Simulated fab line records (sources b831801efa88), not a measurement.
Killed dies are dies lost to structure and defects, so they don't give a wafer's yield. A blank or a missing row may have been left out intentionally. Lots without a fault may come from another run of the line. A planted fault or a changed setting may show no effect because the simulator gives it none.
Split-lot study || flow sky130 || 23 wafers read across 5 lots, on a route 708 steps long

SPLIT DETAILS
At SKY_RES_XHIGH_STRIP_08 (strips in O2/N2), the setting power_w was moved away from the recipe's 1400 W on 11 of the 23 wafers read, by -10.3% to +3.6%. The other wafers ran this setting at the recipe's value.

Reading taken at the split's own step.

THE READING
oes_product_au, in a.u., at SKY_RES_XHIGH_STRIP_08 (strips in O2/N2). Fault-free wafers of this fab line usually give 0.711 a.u., standard deviation 0.0046 a.u.

{"wafer": "L075.1", "tool, chamber at the split": "plasma_asher-04, 0", "power_w as run, W": 1400, "against the recipe": "recipe", "oes_product_au, a.u.": 0.713, "against lot-mates on the recipe": "-"}
{"wafer": "L075.2", "tool, chamber at the split": "plasma_asher-04, 1", "power_w as run, W": 1400, "against the recipe": "recipe", "oes_product_au, a.u.": 0.713, "against lot-mates on the recipe": "-"}
{"wafer": "L075.3", "tool, chamber at the split": "plasma_asher-04, 0", "power_w as run, W": 1256, "against the recipe": "-10.3%", "oes_product_au, a.u.": 0.669, "against lot-mates on the recipe": -0.044}
{"wafer": "L075.4", "tool, chamber at the split": "plasma_asher-04, 1", "power_w as run, W": 1256, "against the recipe": "-10.3%", "oes_product_au, a.u.": 0.674, "against lot-mates on the recipe": -0.039}
{"wafer": "L075.6", "tool, chamber at the split": "plasma_asher-04, 1", "power_w as run, W": 1256, "against the recipe": "-10.3%", "oes_product_au, a.u.": 0.668, "against lot-mates on the recipe": -0.045}
{"wafer": "L078.1", "tool, chamber at the split": "plasma_asher-01, 0", "power_w as run, W": 1330, "against the recipe": "-5.0%", "oes_product_au, a.u.": 0.693, "against lot-mates on the recipe": -0.015}
{"wafer": "L078.2", "tool, chamber at the split": "plasma_asher-01, 1", "power_w as run, W": 1330, "against the recipe": "-5.0%", "oes_product_au, a.u.": 0.695, "against lot-mates on the recipe": -0.013}
{"wafer": "L078.3", "tool, chamber at the split": "plasma_asher-01, 1", "power_w as run, W": 1330, "against the recipe": "-5.0%", "oes_product_au, a.u.": 0.687, "against lot-mates on the recipe": -0.021}
{"wafer": "L078.4", "tool, chamber at the split": "plasma_asher-01, 0", "power_w as run, W": 1400, "against the recipe": "recipe", "oes_product_au, a.u.": 0.707, "against lot-mates on the recipe": "-"}
{"wafer": "L078.6", "tool, chamber at the split": "plasma_asher-01, 0", "power_w as run, W": 1400, "against the recipe": "recipe", "oes_product_au, a.u.": 0.709, "against lot-mates on the recipe": "-"}
{"wafer": "L079.2", "tool, chamber at the split": "plasma_asher-02, 1", "power_w as run, W": 1450, "against the recipe": "+3.6%", "oes_product_au, a.u.": 0.726, "against lot-mates on the recipe": "+0.012"}
{"wafer": "L079.3", "tool, chamber at the split": "plasma_asher-02, 1", "power_w as run, W": 1450, "against the recipe": "+3.6%", "oes_product_au, a.u.": 0.722, "against lot-mates on the recipe": "+0.008"}
{"wafer": "L079.4", "tool, chamber at the split": "plasma_asher-02, 0", "power_w as run, W": 1450, "against the recipe": "+3.6%", "oes_product_au, a.u.": 0.723, "against lot-mates on the recipe": "+0.009"}
{"wafer": "L079.5", "tool, chamber at the split": "plasma_asher-02, 0", "power_w as run, W": 1400, "against the recipe": "recipe", "oes_product_au, a.u.": 0.715, "against lot-mates on the recipe": "-"}
{"wafer": "L079.6", "tool, chamber at the split": "plasma_asher-02, 1", "power_w as run, W": 1400, "against the recipe": "recipe", "oes_product_au, a.u.": 0.714, "against lot-mates on the recipe": "-"}
{"wafer": "L080.1", "tool, chamber at the split": "plasma_asher-04, 1", "power_w as run, W": 1400, "against the recipe": "recipe", "oes_product_au, a.u.": 0.715, "against lot-mates on the recipe": "-"}
{"wafer": "L080.5", "tool, chamber at the split": "plasma_asher-04, 1", "power_w as run, W": 1400, "against the recipe": "recipe", "oes_product_au, a.u.": 0.713, "against lot-mates on the recipe": "-"}
{"wafer": "L080.6", "tool, chamber at the split": "plasma_asher-04, 0", "power_w as run, W": 1400, "against the recipe": "recipe", "oes_product_au, a.u.": 0.709, "against lot-mates on the recipe": "-"}
{"wafer": "L081.1", "tool, chamber at the split": "plasma_asher-02, 1", "power_w as run, W": 1302, "against the recipe": "-7.0%", "oes_product_au, a.u.": 0.672, "against lot-mates on the recipe": -0.040}
{"wafer": "L081.2", "tool, chamber at the split": "plasma_asher-02, 0", "power_w as run, W": 1400, "against the recipe": "recipe", "oes_product_au, a.u.": 0.708, "against lot-mates on the recipe": "-"}
{"wafer": "L081.4", "tool, chamber at the split": "plasma_asher-02, 0", "power_w as run, W": 1302, "against the recipe": "-7.0%", "oes_product_au, a.u.": 0.687, "against lot-mates on the recipe": -0.025}
{"wafer": "L081.5", "tool, chamber at the split": "plasma_asher-02, 1", "power_w as run, W": 1400, "against the recipe": "recipe", "oes_product_au, a.u.": 0.716, "against lot-mates on the recipe": "-"}
{"wafer": "L081.6", "tool, chamber at the split": "plasma_asher-02, 0", "power_w as run, W": 1400, "against the recipe": "recipe", "oes_product_au, a.u.": 0.713, "against lot-mates on the recipe": "-"}

FIT RESULTS
A straight line over all 23 wafers: oes_product_au changes by +0.00404 a.u. for each +1% of power_w; r = +0.98; the points scatter about the line by 0.0039 a.u.
The same after taking each lot's own level away (the mean of its wafers on the recipe; 23 wafers): +0.00392 a.u. for each +1%; r = +0.97; scatter 0.0043 a.u.
The reading moves by 0.04 a.u. for the largest change in power_w, on that fit.
The lots' own levels span 0.7080 to 0.7145 a.u., that is 1.4 times the standard deviation above.
Hence the lot-to-lot level has little effect on the slope; both slopes agree.
Check: for one of the wafers moved furthest among these (-10.3%), held out of the fit, the line's prediction against its lot-mates is -0.0406 a.u. Against them it came out at -0.044 a.u.
Tool readings at the split's step, against how far the setting was moved: oes_product_au r = +0.98; strip_time_to_endpoint_s r = -1.00.

ADDITIONAL SPLITS CARRIED BY THESE WAFERS
Before the reading, these wafers also passed through other splits. Each is held against what the fit with the lots' levels taken away leaves over:
{"other split on the same wafers": "SKY_LDD_LDN_IMPLANT_09 energy_kev", "wafers away from the commonest value": 6, "r with oes_product_au (lot level and that fit taken away)": "+0.03"}
{"other split on the same wafers": "SKY_SPACER_CVD_00 pressure_mtorr", "wafers away from the commonest value": 15, "r with oes_product_au (lot level and that fit taken away)": "+0.08"}
{"other split on the same wafers": "SKY_SD_P_DEVELOP_06 develop_time_s", "wafers away from the commonest value": 4, "r with oes_product_au (lot level and that fit taken away)": "+0.21"}
{"other split on the same wafers": "SKY_SD_P_IMPLANT_09 dose_cm2", "wafers away from the commonest value": 11, "r with oes_product_au (lot level and that fit taken away)": -0.15}

THE WHOLE CHAIN: every reading that the file lists as answering this split, in the file's order
{"step": "SKY_RES_XHIGH_STRIP_08", "what it does": "strips in O2/N2", "reading": "oes_product_au", "change (the file's fit)": "+0.00408 a.u. for each +1% of the setting", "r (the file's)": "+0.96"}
{"step": "SKY_RES_XHIGH_STRIP_08", "what it does": "strips in O2/N2", "reading": "strip_time_to_endpoint_s", "change (the file's fit)": "withheld for each +1% of the setting", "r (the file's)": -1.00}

THE FILE'S OWN FIT
oes_product_au changes by +0.00408 a.u. for each +1% of power_w, r = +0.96.
